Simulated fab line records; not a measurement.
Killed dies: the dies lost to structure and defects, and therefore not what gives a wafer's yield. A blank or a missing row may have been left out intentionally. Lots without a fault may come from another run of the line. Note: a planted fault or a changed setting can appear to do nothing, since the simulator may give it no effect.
Struck lot and sound lot, side by side || flow sky130 || 42 steps out of a route of 708
Sound: wafers L598.1, L598.2, L598.4. Struck: wafer L605.5; the same lot's L605.3 was not struck, so it is left out; see the end for the cause.
Each step with rows lists, per side, the tool, then ch with its chambers, then its first start. Under that, the readings that differ: sound wafers || struck wafers || difference of the means || sigmas: that difference in standard deviations of wafers without a fault.
alike: words and numbers the same on both sides, and readings whose means are apart by under 2 such deviations; not compared: readings that were withheld, readings missing a value for some wafer, numbers with overlapping values and no deviation given by the record, and bounds like >300 which may hide the same value.
The two part at a step that has a row with sigmas, a row that says differs or no value, or rows on one side only. Numbers that don't overlap but have no deviation are shown without sigmas and don't part them. Lack of a reading on every wafer of one side parts them only where that side has two or more wafers.

first, 4 steps without rows for these wafers: SKY_PWDE_SOFTBAKE_03; SKY_PWDE_EXPOSE_04 (exposes mask PWDEM, target cd 840 nm); SKY_PWDE_PEB_05; SKY_PWDE_DEVELOP_06 (develop time 60 s).
SKY_PWDE_OVL_MEAS_07:
  sound on overlay-01 at day 4 06:52; struck on overlay-02 at day 5 22:13
  alike: PWDE_OVL
then, 1 step without rows for these wafers: SKY_PWDE_IMPLANT_08.
SKY_PWDE_STRIP_09: strips in O2/N2.
  sound on plasma asher-03 ch 0,1, day 4 07:04; struck on plasma asher-02 ch 1, day 5 22:26
  alike: drypump motor current A, oes product au, strip time to endpoint s
  not compared: rf hours counter h
SKY_PWDE_TW_MEAS_10:
  sound on film metro-02 at day 4 07:10; struck on film metro-02 at day 5 22:31
{"reading": "PWDE_TW", "sound": "376.8 375.9 377.4", "struck": 370.9, "difference": -5.8, "sigmas": -3}
then, 4 steps without rows for these wafers: SKY_NWELL_DEHYDRATE_03 (time 60 s); SKY_NWELL_HMDS_04 (prime time 60 s); SKY_NWELL_COAT_05 (resist thk 3000 nm); SKY_NWELL_SOFTBAKE_06.
SKY_NWELL_EXPOSE_07: exposes mask NWM, target cd 840 nm.
  sound on iline stepper-02 ch 0, day 4 16:18; struck on iline stepper-02 ch 0, day 6 07:40
  alike: mask
then, 2 steps without rows for these wafers: SKY_NWELL_PEB_08; SKY_NWELL_DEVELOP_09 (develop time 60 s).
SKY_NWELL_OVL_MEAS_10:
  sound on overlay-02 at day 5 00:34; struck on overlay-02 at day 6 17:08
  alike: NWELL_00_OVL
then, 3 steps without rows for these wafers: SKY_NWELL_IMPLANT_11; SKY_NWELL_IMPLANT_12; SKY_NWELL_IMPLANT_13.
SKY_NWELL_STRIP_14: strips in O2/N2.
  sound on plasma asher-01 ch 0,1, day 5 01:04; struck on plasma asher-02 ch 0, day 6 17:38
  alike: drypump motor current A, oes product au, strip time to endpoint s
  not compared: rf hours counter h
SKY_NWELL_TW_MEAS_15:
  sound on film metro-02 at day 5 01:10; struck on film metro-01 at day 6 17:44
{"reading": "NWELL_TW", "sound": "1802 1819 1809", "struck": 1839, "difference": "+29", "sigmas": "+2"}
then, 7 steps without rows for these wafers: SKY_NWELL_DEHYDRATE_16 (time 60 s); SKY_NWELL_HMDS_17 (prime time 60 s); SKY_NWELL_COAT_18 (resist thk 3000 nm); SKY_NWELL_SOFTBAKE_19; SKY_NWELL_EXPOSE_20 (exposes mask NWM COMPLEMENT, target cd 840 nm); SKY_NWELL_PEB_21; SKY_NWELL_DEVELOP_22 (develop time 60 s).
SKY_NWELL_OVL_MEAS_23:
  sound on overlay-01 at day 5 18:37; struck on overlay-02 at day 7 12:42
  alike: NWELL_01_OVL
then, 1 step without rows for these wafers: SKY_NWELL_IMPLANT_24.
SKY_NWELL_STRIP_25: strips in O2/N2.
  sound on plasma asher-04 ch 0,1, day 5 18:47; struck on plasma asher-01 ch 1, day 7 12:54
  alike: drypump motor current A, oes product au, strip time to endpoint s
  not compared: rf hours counter h
SKY_NWELL_TW_MEAS_26:
  sound on film metro-01 at day 5 18:53; struck on film metro-03 at day 7 12:59
  alike: NWELL_2_TW
then, 1 step without rows for these wafers: SKY_NWELL_CLEAN_27 (cleans in SC1/SC2, time 150 s).
SKY_NWELL_RTA_28: time 30 s.
  sound on rtp anneal-01 ch 0, day 5 19:00; struck on rtp anneal-02 ch 0, day 7 13:07
  alike: lamp power pct, wafer_temp_C_max
SKY_NWELL_RS_MEAS_29: uses a four-point probe to measure.
  sound on film metro-01 at day 5 19:06; struck on film metro-02 at day 7 13:13
  alike: NWELL_RS
SKY_NWELL_RS_MEAS_31: uses a four-point probe to measure.
  sound on film metro-01 at day 5 19:20; struck on film metro-02 at day 7 13:28
  alike: PWDE_RS
then, 5 steps without rows for these wafers: SKY_VT_ADJUST_HVTP_DEHYDRATE_00 (time 60 s); SKY_VT_ADJUST_HVTP_HMDS_01 (prime time 60 s); SKY_VT_ADJUST_HVTP_COAT_02 (resist thk 1140 nm); SKY_VT_ADJUST_HVTP_SOFTBAKE_03 (time 60 s); SKY_VT_ADJUST_HVTP_EXPOSE_04 (exposes mask HVTPM, target cd 380 nm).
-- a jump in the record: the struck wafers' starts before and after are 40 days apart (it breaks off in module VT_ADJUST_HVTP and resumes in module PAD_OPEN, where the first step shown is number 708 of the route) --
SKY_PAD_OPEN_PROBE_99:
  sound on prober-01 at day 46 05:44; struck on prober-02 at day 48 00:36
{"reading": "hold", "sound": "- - -", "struck": "await dispo/3.0h/release", "difference": "no value on the sound wafers", "sigmas": ""}
{"reading": "killed at front end", "sound": "8 14 7", "struck": 24, "difference": "+14", "sigmas": "+3"}
{"reading": "killed dies", "sound": "80 76 62", "struck": 97, "difference": "+24", "sigmas": "+2"}
  alike: killed_at_M0_to_M3, killed_at_M4_up, killed at contacts, killed at other, killed open, killed short

== WHERE THEY PART ==
Earliest at SKY_PWDE_TW_MEAS_10; latest, in this record, at SKY_PAD_OPEN_PROBE_99.

WHY: the cause the simulator had injected
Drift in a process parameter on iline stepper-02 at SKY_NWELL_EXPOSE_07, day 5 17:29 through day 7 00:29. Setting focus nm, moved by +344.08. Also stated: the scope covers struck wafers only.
